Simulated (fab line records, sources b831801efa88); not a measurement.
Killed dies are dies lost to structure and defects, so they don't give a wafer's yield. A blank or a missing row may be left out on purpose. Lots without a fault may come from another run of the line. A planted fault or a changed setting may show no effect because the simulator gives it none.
fab line records | flow sfq_line
record lots=6 wafers=18 last_day=91
route steps=325 shown INCOMING@2 L0@3
lots that met no fault: from a run of the same line without faults
start_h: hours from the record's first day to the start of the lot's first wafer shown | wait_h: hours since the lot's step before | " the same as in the row above | L1.1+2: a row that stands for several wafers | - no value, or no start given | * or withheld: withheld | < > ~ a bound
route shown NAME@n: a module of which the file shows steps, and the number in the route of the first | usual: mean/standard deviation of fault-free wafers | same: alike in all rows | chamber/n: place in a boat | sites: the reading at each site | _std_site: their standard deviation | _edge_site: outer sites' mean less inner sites' | radius_mm: how far each site lies from the wafer's centre | mask NAME#n: copy n | behind: the tool/chamber that last shaped the wafer | hold: why the lot was held/for how many hours/how that ended | device: the transistor (n, p or np) that didn't switch | end of line: the same wafers' tests at the end of the route | a step without rows: its recipe alone | killed: dies lost to structure and defects at the first sort, not the wafer's yield | map: a wafer's dies, x killed, . not, _ none there
set.NAME: the setting as run; set.NAME@STEP: as run at that earlier step | model.NAME: the simulator's own value behind a step, which no gauge read
lots at some steps of the route; a table a step, a row a wafer
services: from which hour (start_h, from the record's first day; less than 0 if before it) a tool's chamber was out of use, for how many hours, and why
## steps
# step SFQ_TRILAYER_INCOMING_OXIDATION_002
# recipe temp_c=1000 ambient=H2O target_thk_a=5000 p_h2o_torr=720 ox_time_s=4759
# step SFQ_TRILAYER_L0_DEP_SPUTTER_003
# recipe material=MoNx_KI base_pressure_pa=1.33e-06 target_thk_nm=40 power_w=800 time_s=100 chamber_pressure_pa=0.4
# usual throttle_valve_pct=30.4/0.86
# same time_s=100
# columns lot.wafer tool chamber start_h wait_h throttle_valve_pct
L634.2 pvd_sputter-06 - 22.49 0.0 29.6
L634.3 " - " " 29.7
L634.5 " - " " 29.6
L636.2 pvd_sputter-04 - 32.49 0.0 27.7
L636.3 " - " " 31.1
L636.5 " - " " 31.2
L638.1 pvd_sputter-06 - 42.49 0.0 30.8
L638.3 " - " " 29.8
L638.5 " - " " 30.8
L647.1 pvd_sputter-06 - 87.49 0.0 29.8
L647.4 " - " " 29.5
L647.6 " - " " 30.7
L649.2 pvd_sputter-06 - 97.49 0.0 31.0
L649.3 " - " " 29.4
L649.5 " - " " 29.8
L651.1 pvd_sputter-04 - 107.49 0.0 31.3
L651.5 " - " " 28.3
L651.6 " - " " 30.9
# step SFQ_L0_RS_MEAS_901
# recipe thk_meas_gauge=four-point-probe reads=MoNx_KI_of_TRILAYER_L0_DEP_SPUTTER_003
# usual L0_MONX_KI_RS=43.2/0.48
# columns lot.wafer tool chamber start_h wait_h L0_MONX_KI_RS[ohm/sq]
L634.2 film_metro-02 - 22.58 0.1 42.8
L634.3 " - " " 43.3
L634.5 " - " " 43.2
L636.2 film_metro-04 - 32.58 0.1 43.4
L636.3 " - " " 43.2
L636.5 " - " " 43.2
L638.1 film_metro-04 - 42.56 0.0 44.3
L638.3 " - " " 43.8
L638.5 " - " " 44.0
L647.1 film_metro-03 - 87.56 0.0 43.2
L647.4 " - " " 43.2
L647.6 " - " " 43.3
L649.2 film_metro-03 - 97.58 0.1 43.2
L649.3 " - " " 43.8
L649.5 " - " " 43.3
L651.1 film_metro-02 - 107.56 0.0 43.3
L651.5 " - " " 43.4
L651.6 " - " " 43.3
# step SFQ_L0_THK_MEAS_902
# recipe thk_meas_gauge=xrf reads=MoNx_KI_of_TRILAYER_L0_DEP_SPUTTER_003
# usual L0_MONX_KI_THK=40.1/0.51
# columns lot.wafer tool chamber start_h wait_h L0_MONX_KI_THK[nm]
L634.2 film_metro-02 - 22.69 0.1 40.6
L634.3 " - " " 40.1
L634.5 " - " " 40.3
L636.2 film_metro-04 - 32.69 0.1 40.3
L636.3 " - " " 40.5
L636.5 " - " " 40.2
L638.1 film_metro-04 - 42.68 0.1 39.5
L638.3 " - " " 39.8
L638.5 " - " " 39.7
L647.1 film_metro-03 - 87.68 0.1 39.9
L647.4 " - " " 39.8
L647.6 " - " " 39.8
L649.2 film_metro-03 - 97.69 0.1 39.8
L649.3 " - " " 39.3
L649.5 " - " " 39.6
L651.1 film_metro-02 - 107.68 0.1 40.1
L651.5 " - " " 40.0
L651.6 " - " " 40.2
# step SFQ_TRILAYER_L0_LITHO_COAT_010
# recipe resist=BARC spin_rpm=3000 resist_thk_nm=62
# step SFQ_TRILAYER_L0_LITHO_COAT_005
# recipe resist=KrF spin_rpm=3000 resist_thk_nm=600
# step SFQ_TRILAYER_L0_LITHO_SOFTBAKE_009
# recipe temp_c=withheld time_s=withheld resist=KrF
# step SFQ_TRILAYER_L0_LITHO_EXPOSE_006
# recipe mask_id=L0 na=0.6 source_shape=conventional sigma_outer=0.65 target_cd_nm=2000 dose_mj=14.4
# step SFQ_TRILAYER_L0_LITHO_PEB_008
# recipe peb_temp_c=115 peb_time_s=60 resist=KrF
# step SFQ_TRILAYER_L0_LITHO_DEVELOP_007
# recipe time_s=60 resist=KrF
# step SFQ_TRILAYER_L0_BARC_OPEN_METAL_ETCH_010
# recipe mask_material=PR chemistry=O2 target_depth_nm=125 target=BARC icp_w=600 bias_w=80 pressure_mtorr=10 time_s=40.12
# usual drypump_motor_current_A=6.0/0.5 oes_product_au=0.697/0.0051
# same time_s=40.12
# columns lot.wafer tool chamber start_h wait_h drypump_motor_current_A oes_product_au rf_hours_counter_h
L634.2 rie_metal-02 1 114.44 0.1 5.1 0.696 180
L634.3 " 0 " " 6.3 0.697 -
L634.5 " 0 " " 6.3 0.693 -
L636.2 rie_metal-04 1 119.24 0.1 6.2 0.703 123
L636.3 " 1 " " 6.2 0.702 -
L636.5 " 1 " " 6.2 0.695 -
L638.1 rie_metal-04 0 124.04 0.1 6.2 0.702 16
L638.3 " 1 " " 6.3 0.693 -
L638.5 " 0 " " 6.2 0.699 -
L647.1 rie_metal-04 0 176.19 0.1 6.2 0.693 23
L647.4 " 0 " " 6.2 0.691 -
L647.6 " 1 " " 6.2 0.709 -
L649.2 rie_metal-04 0 186.99 0.1 6.2 0.689 24
L649.3 " 0 " " 6.2 0.684 -
L649.5 " 1 " " 6.2 0.705 -
L651.1 rie_metal-01 0 197.79 0.1 5.5 0.696 129
L651.5 " 0 " " 5.5 0.699 -
L651.6 " 1 " " 6.5 0.691 -
# step SFQ_TRILAYER_L0_ETCH_METAL_ETCH_008
# recipe target=MoNx_KI stop_on=SiO2 mask_material=PR chemistry=SF6/O2 target_depth_nm=50 icp_w=600 bias_w=80 pressure_mtorr=10 time_s=25
# usual drypump_motor_current_A=6.0/0.5 oes_product_au=0.876/0.007
# same time_s=25
# columns lot.wafer tool chamber start_h wait_h drypump_motor_current_A oes_product_au rf_hours_counter_h
L634.2 rie_metal-02 1 114.50 0.0 5.1 0.882 180
L634.3 " 0 " " 6.3 0.883 -
L634.5 " 0 " " 6.3 0.869 -
L636.2 rie_metal-04 1 119.30 0.0 6.2 0.864 124
L636.3 " 1 " " 6.2 0.887 -
L636.5 " 1 " " 6.2 0.879 -
L638.1 rie_metal-04 0 124.10 0.0 6.2 0.871 16
L638.3 " 1 " " 6.2 0.868 -
L638.5 " 0 " " 6.1 0.867 -
L647.1 rie_metal-04 0 176.25 0.0 6.2 0.880 23
L647.4 " 0 " " 6.2 0.871 -
L647.6 " 1 " " 6.2 0.865 -
L649.2 rie_metal-04 0 187.05 0.0 6.2 0.879 24
L649.3 " 0 " " 6.2 0.873 -
L649.5 " 1 " " 6.2 0.877 -
L651.1 rie_metal-01 0 197.85 0.0 5.5 0.873 129
L651.5 " 0 " " 5.5 0.883 -
L651.6 " 1 " " 6.6 0.878 -
# step SFQ_TRILAYER_L0_STRIP_STRIP_009
# recipe gas=O2 power_w=200 platen_temp_c=40 overash_fraction=0.65 chemistry=O2 pressure_mtorr=50
# usual chamber_pressure_mTorr=50.00/0.045 drypump_motor_current_A=6.0/0.5 oes_product_au=1.002/0.0097
# columns lot.wafer tool chamber start_h wait_h chamber_pressure_mTorr drypump_motor_current_A oes_product_au rf_hours_counter_h
L634.2 rie_metal-02 1 114.55 0.0 50.02 5.1 1.001 180
L634.3 " 0 " " 49.97 6.3 0.993 -
L634.5 " 0 " " 49.98 6.3 0.996 -
L636.2 rie_metal-04 1 119.35 0.0 49.97 6.2 1.015 124
L636.3 " 1 " " 50.06 6.2 1.008 -
L636.5 " 1 " " 50.01 6.2 1.010 -
L638.1 rie_metal-04 0 124.15 0.0 50.09 6.2 1.008 16
L638.3 " 1 " " 50.00 6.2 1.006 -
L638.5 " 0 " " 50.04 6.2 1.005 -
L647.1 rie_metal-04 0 176.29 0.0 60.04 6.1 1.012 23
L647.4 " 0 " " 60.02 6.2 1.013 -
L647.6 " 1 " " 60.02 6.2 1.025 -
L649.2 rie_metal-04 0 187.09 0.0 60.03 6.2 1.015 24
L649.3 " 0 " " 60.02 6.2 1.005 -
L649.5 " 1 " " 59.99 6.2 1.025 -
L651.1 rie_metal-01 0 197.89 0.0 49.96 5.5 1.002 129
L651.5 " 0 " " 50.01 5.5 0.998 -
L651.6 " 1 " " 49.97 6.6 0.996 -
# step SFQ_TRILAYER_L0_STRIP_SOLV_CLEAN_010
# recipe chemistry=NMP temp_c=70 time_s=600
## services
# columns tool chamber start_h hours kind
pvd_sputter-04 - 39.09 3.5 repair
rie_metal-01 - 39.40 0.4 repair
pvd_sputter-06 - 52.23 3.9 repair
pvd_sputter-04 - 55.29 4.8 repair
rie_metal-01 - 55.76 1.0 repair
rie_metal-04 0 65.64 2.4 repair
pvd_sputter-04 - 65.84 5.5 repair
rie_metal-01 1 70.16 - clean
rie_metal-01 1 70.16 - consumable_replace:focus_ring
rie_metal-01 1 70.16 24.1 scheduled_down
rie_metal-01 1 70.16 24.1 vent_cycle
rie_metal-02 - 109.59 1.4 pm
pvd_sputter-06 - 148.90 0.6 repair
## key
first_sign step=SFQ_TRILAYER_L0_STRIP_STRIP_009 reading=chamber_pressure_mTorr direction=up sigmas=99+ usual=50.00 struck=60.02
effect none on later readings
met_at SFQ_TRILAYER_L0_STRIP_STRIP_009
struck_wafers L647.1,L647.4,L647.6,L649.2,L649.3,L649.5
onset_between 124.15 176.29
fault kind=process_parameter_drift tool=rie_metal-04 chamber=- onset_h=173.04 steps=SFQ_TRILAYER_L0_STRIP_STRIP_009 channel=pressure_mtorr offset=10 shape=step end_h=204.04 acts_in=these_recipes_only stated=50
